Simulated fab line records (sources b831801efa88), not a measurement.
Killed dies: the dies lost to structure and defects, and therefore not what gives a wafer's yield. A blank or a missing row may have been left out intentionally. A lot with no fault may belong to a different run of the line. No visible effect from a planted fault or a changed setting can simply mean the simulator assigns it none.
A lot that was struck, set against a sound lot || flow sky130 || 16 steps out of a route of 708
Sound: these wafers, L428.1, L428.2, L428.6. Struck: wafers L426.1, L426.2, L426.4. Last of all comes the cause.
Order at every step that has rows: each side's tool, ch and its chambers, its first start. Under that, the readings that differ: sound wafers || struck wafers || difference of the means || sigmas: that difference in standard deviations of wafers without a fault.
alike: readings whose means differ by less than 2 such deviations, and words and numbers that are the same on both sides. not compared: withheld readings, readings that some wafer has no value for, bounds like >300 that may hide the same value, and numbers for which the record gives no deviation and whose values overlap.
A row with sigmas, a row that says differs or no value, or rows on one side alone: a step with any of these is where the two part. Numbers that don't overlap but have no deviation are shown without sigmas and don't part them. A reading missing from all wafers of one side parts the sides only when that side holds two or more wafers.

SKY_METAL1_THK_MEAS_06: measures by xrf.
  sound on film_metro-02, day 33 22:23; struck on film_metro-02, day 33 11:02
  alike: METAL1_ALCU_THK
then, 8 steps without rows for these wafers: SKY_METAL1_DEHYDRATE_07 (time 60 s); SKY_METAL1_HMDS_08 (prime time 60 s); SKY_METAL1_COAT_09 (resist thk 60 nm); SKY_METAL1_COAT_10 (resist thk 450 nm); SKY_METAL1_SOFTBAKE_11 (time 90 s); SKY_METAL1_EXPOSE_12 (exposes mask MM1, target cd 140 nm); SKY_METAL1_PEB_13; SKY_METAL1_DEVELOP_14 (develop time 60 s).
SKY_METAL1_CD_MEAS_15: the cd target is 140 nm.
  sound on cd_sem-01, day 35 00:40; struck on cd_sem-02, day 34 13:24
  alike: cd_nm
SKY_METAL1_OVL_MEAS_16:
  sound on overlay-01, day 35 00:47; struck on overlay-01, day 34 13:31
  alike: METAL1_OVL
SKY_METAL1_DESCUM_17: chemistry O2, time 8 s.
  sound on rie_metal-03 ch 0,1, day 35 00:49; struck on rie_metal-01 ch 0,1, day 34 13:34
  alike: drypump_motor_current_A, oes_product_au
  not compared: rf_hours_counter_h
SKY_METAL1_ETCH_18: etches BARC in N2/H2, stops on SiO2, time 45.9 s, target depth 60 nm.
  sound on rie_metal-03 ch 0,1, day 35 00:51; struck on rie_metal-01 ch 0,1, day 34 13:35
  no value came back on the struck wafers for any of 5 readings (bias_w (W), chamber_pressure_mTorr (mTorr) and others); on the sound wafers bias_w (W) reads 100.03 99.71 100.20
{"reading": "model.KrF-thick_of_METAL1_COAT_10.thk_nm (nm)", "sound": "391.4 390.9 391.9", "struck": "435.2 435.8 436.7", "difference": "+44.5", "sigmas": ""}
  not compared: rf_hours_counter_h
SKY_METAL1_METAL_ETCH_19: etches the open film in Cl2/BCl3, stops on SiO2, target depth 360 nm, time 78 s.
  sound on rie_metal-03 ch 0,1, day 35 00:55; struck on rie_metal-01 ch 0,1, day 34 13:39
{"reading": "oes_product_au (a.u.)", "sound": "0.855 0.858 0.859", "struck": "0.387 0.373 0.386", "difference": -0.475, "sigmas": -77}
{"reading": "model.KrF-thick_of_METAL1_COAT_10.thk_nm (nm)", "sound": "162.7 159.3 163", "struck": "194.7 207 208.4", "difference": "+41.7", "sigmas": ""}
  alike: bcl3_flow_sccm, bias_w, drypump_motor_current_A, mfc_cl2_sccm, throttle_valve_pct
  not compared: rf_hours_counter_h
SKY_METAL1_STRIP_20: strips in O2/N2.
  sound on plasma_asher-01 ch 0,1, day 35 01:00; struck on plasma_asher-01 ch 0,1, day 34 13:44
{"reading": "oes_product_au (a.u.)", "sound": "0.343 0.341 0.343", "struck": "0.357 0.364 0.373", "difference": "+0.022", "sigmas": "+4"}
{"reading": "strip_time_to_endpoint_s (s)", "sound": "2.73 2.70 2.73", "struck": "3.09 3.22 3.25", "difference": "+0.47", "sigmas": "+7"}
  alike: drypump_motor_current_A
  not compared: rf_hours_counter_h
then, 1 step without rows for these wafers: SKY_METAL1_STRIP_21 (strips in post etch residue remover, time 1200 s).

## WHERE THEY PART
Earliest at SKY_METAL1_ETCH_18; latest, in this record, at SKY_METAL1_STRIP_20.

WHY: whatever the simulator had introduced
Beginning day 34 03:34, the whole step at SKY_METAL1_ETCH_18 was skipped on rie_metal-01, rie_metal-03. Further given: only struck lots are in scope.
